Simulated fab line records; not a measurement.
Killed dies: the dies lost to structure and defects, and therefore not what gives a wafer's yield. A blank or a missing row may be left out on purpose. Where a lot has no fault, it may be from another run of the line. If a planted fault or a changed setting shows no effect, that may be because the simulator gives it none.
Chamber matching :: flow sky130 :: rieDiel-04 running SKY_LI_CONTACT_ETCH_15: 4 sister chambers
The step etches PSG in C4F8/O2/Ar, stops on Si, target depth 600 nm. 8 wafers are shown with their chamber, then 8 later ones without.

== EACH WAFER AND ITS CHAMBER ==
wafer: L076.3
chamber: 3
oesProductAu (a.u.): 0.842

wafer: L081.2
chamber: 0
oesProductAu (a.u.): 0.842

wafer: L082.1
chamber: 0
oesProductAu (a.u.): 0.834

wafer: L082.2
chamber: 3
oesProductAu (a.u.): 0.839

wafer: L082.5
chamber: 1
oesProductAu (a.u.): 0.838

wafer: L083.4
chamber: 1
oesProductAu (a.u.): 0.832

wafer: L083.6
chamber: 2
oesProductAu (a.u.): 0.846

wafer: L084.2
chamber: 2
oesProductAu (a.u.): 0.839

== WAFERS WHOSE CHAMBER IS MISSING ==
wafer: L084.4
oesProductAu (a.u.): 0.838

wafer: L084.5
oesProductAu (a.u.): 0.832

wafer: L087.1
oesProductAu (a.u.): 0.841

wafer: L087.2
oesProductAu (a.u.): 0.837

wafer: L087.5
oesProductAu (a.u.): 0.836

wafer: L092.1
oesProductAu (a.u.): 0.839

wafer: L092.5
oesProductAu (a.u.): 0.837

wafer: L092.6
oesProductAu (a.u.): 0.835

== CHAMBER TAKEN BY EACH ==
wafer: L084.4
from the rows above: can't be placed: 0 or 3 or 1 or 2
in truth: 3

wafer: L084.5
from the rows above: can't be placed: 1 or 0 or 3 or 2
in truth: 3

wafer: L087.1
from the rows above: can't be placed: 3 or 2 or 0 or 1
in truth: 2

wafer: L087.2
from the rows above: can't be placed: 0 or 1 or 3 or 2
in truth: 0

wafer: L087.5
from the rows above: can't be placed: 1 or 0 or 3 or 2
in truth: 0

wafer: L092.1
from the rows above: can't be placed: 0 or 3 or 2 or 1
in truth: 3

wafer: L092.5
from the rows above: can't be placed: 0 or 1 or 3 or 2
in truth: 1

wafer: L092.6
from the rows above: can't be placed: 1 or 0 or 3 or 2
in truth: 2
Correct placement for 0 of the 8. From these rows, 8 cannot be placed; in 8 the true chamber is one of the candidates. Wrongly placed: 0.
How it was worked out, from the rows above alone: a wafer's distance from a chamber is the root of the sum, over the readings, of the square of ((its reading less the chamber's mean) divided by the reading's scatter). If the next closest chamber is less than 2 further off than the closest, the wafer can't be placed; otherwise it belongs to the closest. Each chamber's mean is taken over the wafers shown for it. The scatter is the square root of a quotient: the sum, over the shown wafers, of each reading's squared deviation from its chamber's mean, divided by wafers minus chambers.
